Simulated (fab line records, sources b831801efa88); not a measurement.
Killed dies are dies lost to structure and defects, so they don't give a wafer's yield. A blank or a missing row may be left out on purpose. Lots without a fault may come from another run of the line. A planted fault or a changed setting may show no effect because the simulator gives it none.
One fault seen from 2 desks | flow gf180mcu | each desk has only its own numbers; what lay behind them comes last

THE TOOL OWNER'S DESK: rie_si-01
The tool's own readings at GF_POLY_GATE_ETCH_13 (etches poly-Si in HBr/Cl2, stops on SiO2, target depth 198.5 nm, time 69.6 s): means of the sampled wafers that have a number, for each lot that ran on this tool. A lot is out of limits, marked OUT, if its mean lies more than 4 standard deviations from the usual mean; the brackets give that distance.
Columns: A = drypump_motor_current_A at GF_POLY_GATE_ETCH_13, usual 5.7 A; B = oes_product_au at GF_POLY_GATE_ETCH_13, usual 0.990 a.u.; C = throttle_valve_pct at GF_POLY_GATE_ETCH_13, usual 33.684 %
lot  | first seen here | A   | B     | C
L281 | day 9 15:27     | 5.7 | 0.991 | 33.687
L283 | day 10 04:27    | 5.3 | 0.997 | 33.690
L292 | day 13 00:24    | 5.4 | 0.999 | 33.681
L293 | day 13 04:00    | 6.1 | 0.999 | 33.684
L294 | day 13 19:14    | 5.6 | 0.992 | 33.681
This desk's finding: nothing out of limits on any of the 5 lots.

THE METROLOGY DESK
What the gauges read, lot by lot, whatever tool the lot ran on: means of the sampled wafers that have a number. A lot is out of limits, marked OUT, if its mean lies more than 4 standard deviations from the usual mean; the brackets give that distance.
Columns: A = V4_OVL at GF_V4_OVL_MEAS_15, usual -1 nm
lot  | first seen here | A
L279 | day 24 04:59    | -3
L280 | day 24 06:34    | -2
L281 | day 24 22:13    | -0
L282 | day 25 07:01    | 8
L283 | day 25 17:16    | 0
L284 | day 25 23:25    | 4
L285 | day 26 11:04    | 4
L292 | day 28 17:48    | -2
L293 | day 28 19:43    | 14
L294 | day 29 12:22    | 2
L296 | day 30 02:00    | 4
L297 | day 30 06:25    | 5
L299 | day 30 20:40    | 3
L300 | day 31 01:46    | -7
L301 | day 31 04:29    | -7
This desk's finding: nothing out of limits on any of the 15 lots.

PUT TOGETHER
The tool owner's desk saw nothing out of limits.
The metrology desk saw nothing out of limits.

WHAT THE SIMULATOR HAD PUT IN
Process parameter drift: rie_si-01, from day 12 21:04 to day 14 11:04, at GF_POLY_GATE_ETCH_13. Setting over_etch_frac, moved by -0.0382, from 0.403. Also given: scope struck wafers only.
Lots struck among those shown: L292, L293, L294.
